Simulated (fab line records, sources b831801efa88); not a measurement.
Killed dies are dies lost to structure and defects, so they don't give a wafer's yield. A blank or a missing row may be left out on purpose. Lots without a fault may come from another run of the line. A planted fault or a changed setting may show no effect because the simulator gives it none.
Problem report in the 8D (eight disciplines) form, filled by code | flow sky130 | the parts of the form that need people (team, actions taken, sign-off) are left out

1. THE PROBLEM
time_to_endpoint_s at SKY_CONTACT_CMP_04 reads a mean of 107 s on 9 wafers of 3 lots; wafers without a fault read 82 s with a standard deviation of 4. That is +6.2 standard deviations from the usual mean.
The step: polishes SiO2.
First seen on wafer L453.3, day 35 11:40, on cmp-02. The record holds 45 wafers of 15 lots with a number at this step. Rule for "out", or "out of limits": more than 4 standard deviations from the usual mean. The other wafers with a number count as sound.

2. WHAT IT IS AND WHAT IT IS NOT
question                    | is                     | is not
which readings at this step | time_to_endpoint_s     | -
which lots                  | L453, L454, L455       | L440, L441, L443, L444, L447, L448, L449, L450, L451, L461, L462, L463
which wafers of those lots  | all that have a number | -
read on which tools         | cmp-02                 | cmp-01
when                        | from day 35 11:40      | up to then (27 sound wafers); but 9 sound wafers of L461, L462, L463 came after

3. SUSPECTS, AND WHAT RULES EACH OUT
Counting: a tool at a process step up to the reading stays a suspect if it ran every lot that is out and no sound lot after the first of them.
- cmp-02 at SKY_CONTACT_CMP_04 (polishes SiO2): kept. It ran every lot that is out, first L453 (day 35 11:40), and no sound lot after that; its last sound lot up to then is L451 (day 35 11:04). Its own readings are out on those wafers: time_to_endpoint_s.
Left after counting: cmp-02 at SKY_CONTACT_CMP_04.

4. THE CAUSE (what the simulator had put in)
Process parameter drift: cmp-02, from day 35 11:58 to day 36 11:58, at SKY_CONTACT_CMP_04. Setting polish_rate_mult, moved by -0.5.
Counting left only this tool.

5. THE CHAIN OF EFFECTS, in route order
Each row: a reading whose mean over the struck wafers that have a number lies more than 3 standard deviations from the usual. Only readings for which the record gives a usual standard deviation are gone through. hours: the time from each lot's start at the first step in this table that gives one to its start at this step, as a median over the lots. sigmas: the change in usual standard deviations.
hours | step                  | reading            | usual      | on struck wafers | change | sigmas
0     | SKY_CONTACT_CMP_04    | time_to_endpoint_s | 82 s       | 107              | +25    | +6.2
27    | SKY_CONTACT_ETCH_17   | oes_product_au     | 0.892 a.u. | 0.997            | +0.105 | +22
338   | SKY_PAD_OPEN_PROBE_99 | killed_at_contacts | 23         | 145              | +122   | +23
338   | SKY_PAD_OPEN_PROBE_99 | killed_dies        | 85         | 207              | +122   | +13
338   | SKY_PAD_OPEN_PROBE_99 | killed_on_rim      | 17         | 42               | +25    | +5.9
The process steps in it:
- SKY_CONTACT_CMP_04: polishes SiO2.
- SKY_CONTACT_ETCH_17: etches SiO2 in C4F8/O2/Ar, stops on Si3N4, target depth 340 nm.
- SKY_PAD_OPEN_PROBE_99

6. WHAT WOULD HAVE CAUGHT IT SOONER
In this record the first reading out of limits was taken at day 35 11:40.
